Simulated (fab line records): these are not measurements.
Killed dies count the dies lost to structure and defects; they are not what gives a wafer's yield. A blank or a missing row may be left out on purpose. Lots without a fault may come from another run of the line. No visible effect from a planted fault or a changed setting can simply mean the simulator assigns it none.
Which tool was responsible?    flow gf180mcu    11 lots, 33 wafers sampled, at 5 steps of a route of 602

## WHAT EACH GAUGE READ, for each wafer
GF_PSD_RS_MEAS_14: measurement is done with a four-point probe.
lot   measured      on             NSD_RS (ohm/sq)
L644  day 14 21:35  film metro-04  46.53 46.37 46.57
L645  day 15 08:43  film metro-01  46.42 46.39 46.59
L646  day 15 17:13  film metro-04  46.46 46.48 46.49
L648  day 16 06:24  film metro-04  46.50 46.41 46.41
L649  day 16 15:47  film metro-03  46.48 46.48 46.47
L651  day 17 09:43  film metro-03  46.26 46.56 46.31
L654  day 19 10:55  film metro-04  48.79 48.95 48.89 48.95 49.03 48.80
L656  day 19 18:49  film metro-03  48.83 48.93 49.02 48.95 48.88 48.94
L661  day 21 14:17  film metro-03  46.63 46.56 46.64
L664  day 22 07:25  film metro-01  46.56 46.53 46.66
L665  day 22 12:24  film metro-04  46.61 46.68 46.69

GF_M1_RS_MEAS_05: measurement is done with a four-point probe.
lot   measured      on             M1_ALCU_RS (ohm/sq)
L644  day 16 20:14  film metro-03  0.0694 0.0687 0.0690
L645  day 17 08:43  film metro-01  0.0707 0.0695 0.0696
L646  day 17 17:53  film metro-04  0.0693 0.0678 0.0689
L648  day 18 07:36  film metro-01  0.0686 0.0687 0.0696
L649  day 18 17:24  film metro-03  0.0697 0.0694 0.0678
L651  day 19 12:39  film metro-01  0.0701 0.0686 0.0682
L654  day 21 14:29  film metro-01  0.0686 0.0681 0.0690
L656  day 21 21:34  film metro-03  0.0698 0.0701 0.0695
L661  day 23 15:25  film metro-03  0.0677 0.0675 0.0687
L664  day 24 08:49  film metro-04  0.0682 0.0686 0.0691
L665  day 24 12:33  film metro-03  0.0692 0.0686 0.0693

## EACH LOT AND THE TOOL THAT RAN IT (in order: tool; ch and the chambers of the sampled wafers; start)
lot   GF_NSD_IMPLANT_09                GF_NSD_STRIP_11                       GF_CONTACT_ETCH_17
L644  implanter-03 ch 0, day 13 23:55  plasma asher-02 ch 0,1, day 14 00:13  rie diel-01 ch 0,1,3, day 16 20:14 or earlier
L645  implanter-04 ch 0, day 14 10:26  plasma asher-04 ch 0,1, day 14 10:42  rie diel-01 ch 2,3, day 17 08:43 or earlier
L646  implanter-03 ch 0, day 14 18:43  plasma asher-04 ch 0,1, day 14 19:01  rie diel-01 ch 1,2,3, day 17 17:53 or earlier
L648  implanter-04 ch 0, day 15 07:59  plasma asher-02 ch 0,1, day 15 08:16  rie diel-03 ch 0,1,3, day 18 07:36 or earlier
L649  implanter-04 ch 0, day 15 16:28  plasma asher-03 ch 0,1, day 15 16:46  rie diel-02 ch 1,2, day 18 17:24 or earlier
L651  implanter-03 ch 0, day 16 09:42  plasma asher-04 ch 0,1, day 16 09:59  rie diel-01 ch 2,3, day 19 12:39 or earlier
L654  implanter-03 ch 0, day 18 09:39  plasma asher-03 ch 1, day 18 09:57    rie diel-02 ch 2,3, day 21 14:29 or earlier
L656  implanter-03 ch 0, day 18 17:08  plasma asher-03 ch 0,1, day 18 17:25  rie diel-03 ch 0,3, day 21 21:34 or earlier
L661  implanter-02 ch 0, day 20 13:28  plasma asher-03 ch 0,1, day 20 13:44  rie diel-02 ch 0,1,2, day 23 15:25 or earlier
L664  implanter-03 ch 0, day 21 06:21  plasma asher-04 ch 0,1, day 21 06:38  rie diel-01 ch 1,2,3, day 24 08:49 or earlier
L665  implanter-02 ch 0, day 21 12:51  plasma asher-03 ch 0, day 21 13:09    rie diel-01 ch 2,3, day 24 12:33 or earlier
- GF_NSD_IMPLANT_09
- GF_NSD_STRIP_11: strips in O2/N2.
- GF_CONTACT_ETCH_17: etches SiO2 in C4F8/O2/Ar, stops on CoSi2, target depth 860 nm.

## AS READ BY THE TOOLS THEMSELVES (means over the sampled wafers that have a number; for cases with no such wafer, the mark the record gives instead)
GF_NSD_IMPLANT_09.
lot   tool          beam on s (s)  dose ions cm2
L644  implanter-03  18.0           3.998e+15
L645  implanter-04  16.5           4.001e+15
L646  implanter-03  17.8           4.001e+15
L648  implanter-04  16.4           4.003e+15
L649  implanter-04  16.6           4.003e+15
L651  implanter-03  17.5           4.004e+15
L654  implanter-03  12.6           2.821e+15
L656  implanter-03  12.5           2.823e+15
L661  implanter-02  19.1           4.000e+15
L664  implanter-03  17.6           4.005e+15
L665  implanter-02  18.9           4.001e+15

GF_NSD_STRIP_11.
lot   tool             chamber pressure mTorr (mTorr)  drypump motor current A (A)  heater power w (W)  oes product au (a.u.)  strip time to endpoint s (s)
L644  plasma asher-02  1500.4                          5.5                          294                 0.492                  22.78
L645  plasma asher-04  1500.7                          5.6                          366                 0.486                  22.81
L646  plasma asher-04  1501.0                          5.8                          367                 0.486                  22.77
L648  plasma asher-02  1499.7                          5.6                          299                 0.488                  22.80
L649  plasma asher-03  1500.5                          5.8                          364                 0.487                  22.75
L651  plasma asher-04  1500.0                          5.6                          364                 0.492                  22.79
L654  plasma asher-03  1500.4                          6.3                          356                 0.499                  21.51
L656  plasma asher-03  1501.1                          5.8                          359                 0.505                  21.39
L661  plasma asher-03  1499.9                          6.0                          349                 0.489                  22.81
L664  plasma asher-04  1500.4                          5.6                          363                 0.490                  22.81
L665  plasma asher-03  1499.3                          5.5                          361                 0.491                  22.71

GF_CONTACT_ETCH_17.
lot   tool         chamber pressure mTorr (mTorr)  oes product au (a.u.)  rf fwd power W (W)
L644  rie diel-01  39.98                           0.814                  1495
L645  rie diel-01  40.02                           0.813                  1490
L646  rie diel-01  39.99                           0.816                  1499
L648  rie diel-03  40.02                           0.819                  1495
L649  rie diel-02  40.02                           0.816                  1494
L651  rie diel-01  40.00                           0.816                  1493
L654  rie diel-02  40.01                           0.814                  1498
L656  rie diel-03  39.99                           0.819                  1488
L661  rie diel-02  40.06                           0.818                  1494
L664  rie diel-01  39.99                           0.813                  1496
L665  rie diel-01  40.00                           0.814                  1494

## THE ANSWER, worked out from the rows above alone
Rule: usual is defined by the lots themselves. The widest of any qualifying gaps counts: lots, ordered by their means at a reading, are off when they make up no more than a third of the lots, leave a main group of 4 or more, and stand apart from it by 3 or more times the standard deviation of that group's means. The tables above print the reading to a certain number of digits; a main group whose means all agree to those digits is not used. Also off: a lot with no number at a reading for which 4 or more lots have one. Where the step has rows for the other lots, those lots are counted as sound. First the gauges in route order, then the tools' own readings, where a lot's mean is used as printed above. The first step at which some lot is off is used, and at that step the reading that is off furthest; a lot without a number counts as furthest.
Off: L654, L656, at GF_PSD_RS_MEAS_14 (NSD_RS). The main group has a mean of 46.51 ohm/sq with a standard deviation of 0.085.
A tool fits if, at a process step before that reading, it ran every lot that is off, and no sound lot after the first of them. Not tried: the gauges at GF_PSD_RS_MEAS_14; whatever is off there is also off at GF_NSD_IMPLANT_09, on other tools, and gauge error can't account for it. No candidate that was tried fits.

## WHAT THE SIMULATOR HAD PUT IN
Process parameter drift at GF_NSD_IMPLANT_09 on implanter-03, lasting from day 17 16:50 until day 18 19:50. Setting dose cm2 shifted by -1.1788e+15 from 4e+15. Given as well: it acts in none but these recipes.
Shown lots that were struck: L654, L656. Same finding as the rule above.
